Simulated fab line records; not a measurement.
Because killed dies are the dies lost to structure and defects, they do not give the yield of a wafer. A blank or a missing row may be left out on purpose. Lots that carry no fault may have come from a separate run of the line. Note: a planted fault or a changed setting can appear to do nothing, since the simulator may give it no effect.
Matching of chambers | flow sky130 | SKY_CONTACT_CVD_00 on pecvd-03 has 3 sister chambers
The step deposits Si3N4, target thk 75 nm. 16 wafers are shown with their chamber, then 7 later ones without.

== WAFERS PAIRED WITH THEIR CHAMBERS ==
wafer  | chamber | heaterPowerW (W)
L417.1 | 1       | 694
L417.3 | 2       | 810
L417.5 | 1       | 701
L419.1 | 1       | 722
L419.4 | 0       | 721
L419.5 | 1       | 716
L420.1 | 2       | 703
L420.2 | 1       | 774
L420.5 | 1       | 781
L422.2 | 0       | 699
L422.3 | 2       | 679
L422.4 | 2       | 705
L424.2 | 0       | 732
L424.3 | 1       | 816
L424.4 | 2       | 784
L429.1 | 1       | 764

SIGNATURES (means of the wafers above)
reading      | chamber 0 | chamber 1 | chamber 2 | scatter within a chamber
heaterPowerW | 717.33    | 746.00    | 736.20    | 45.6
Rule: for each reading, subtract the chamber's mean from the wafer's reading, divide by that reading's scatter and square the result; add these up over the readings and take the root, which gives the wafer's distance from the chamber. If the next closest chamber is less than 2 further off than the closest, the wafer can't be placed; otherwise it belongs to the closest. The scatter is the square root of a quotient: the sum, over the shown wafers, of each reading's squared deviation from its chamber's mean, divided by wafers minus chambers.

== WAFERS WITH NO CHAMBER GIVEN ==
wafer  | heaterPowerW (W)
L429.3 | 742
L436.1 | 734
L436.3 | 816
L436.4 | 672
L439.1 | 770
L439.3 | 779
L439.5 | 792

== WHICH CHAMBER EACH ONE RAN IN ==
wafer  | from the rows above          | in truth
L429.3 | can't be placed: 1 or 2 or 0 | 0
L436.1 | can't be placed: 2 or 1 or 0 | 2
L436.3 | can't be placed: 1 or 2 or 0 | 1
L436.4 | can't be placed: 0 or 2 or 1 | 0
L439.1 | can't be placed: 1 or 2 or 0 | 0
L439.3 | can't be placed: 1 or 2 or 0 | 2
L439.5 | can't be placed: 1 or 2 or 0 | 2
0 of 7 placed correctly. Can't be placed from these rows: 7 (the true chamber is among the candidates in 7). Wrongly placed: 0.
